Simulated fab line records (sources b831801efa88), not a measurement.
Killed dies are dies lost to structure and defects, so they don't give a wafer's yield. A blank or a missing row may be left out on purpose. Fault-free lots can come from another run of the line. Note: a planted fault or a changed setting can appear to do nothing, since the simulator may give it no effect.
Which tool did it?    flow sky130    at 1 step of a route of 708, 7 lots with 21 wafers sampled

WHAT EACH GAUGE READ, for each wafer
SKY_FIELD_ISO_CD_MEAS_13: the cd target is 150 nm.
lot   measured     on         cd nm (nm)
L264  day 2 09:37  cd sem-01  150.2 148.6 147.3
L267  day 3 01:58  cd sem-02  150.6 151.0 152.5
L270  day 3 16:01  cd sem-02  150.1 151.4 150.7
L275  day 4 20:27  cd sem-02  148.9 149.9 148.4
L280  day 5 23:22  cd sem-02  150.8 148.1 150.1
L282  day 6 11:25  cd sem-02  148.4 148.2 149.4
L285  day 6 22:25  cd sem-01  147.7 147.1 147.4

WHICH TOOL RAN EACH LOT (tool, then ch and the chambers of the sampled wafers, then the start)
No process step before these readings appears in the record.

THE ANSWER, worked out from the rows above alone
Rule: what is usual is taken from the lots themselves. The widest of any qualifying gaps counts: lots, ordered by their means at a reading, are off when they make up no more than a third of the lots, leave a main group of 4 or more, and stand apart from it by 3 or more times the standard deviation of that group's means. If all means in a main group match to the digits the tables above print for the reading, that group is not used. A lot without any number at a reading at which 4 lots or more have one is off too. All remaining lots with rows at the step are treated as sound.
No lot is off on any of the readings shown, so nothing can be concluded from this.

WHAT THE SIMULATOR HAD PUT IN
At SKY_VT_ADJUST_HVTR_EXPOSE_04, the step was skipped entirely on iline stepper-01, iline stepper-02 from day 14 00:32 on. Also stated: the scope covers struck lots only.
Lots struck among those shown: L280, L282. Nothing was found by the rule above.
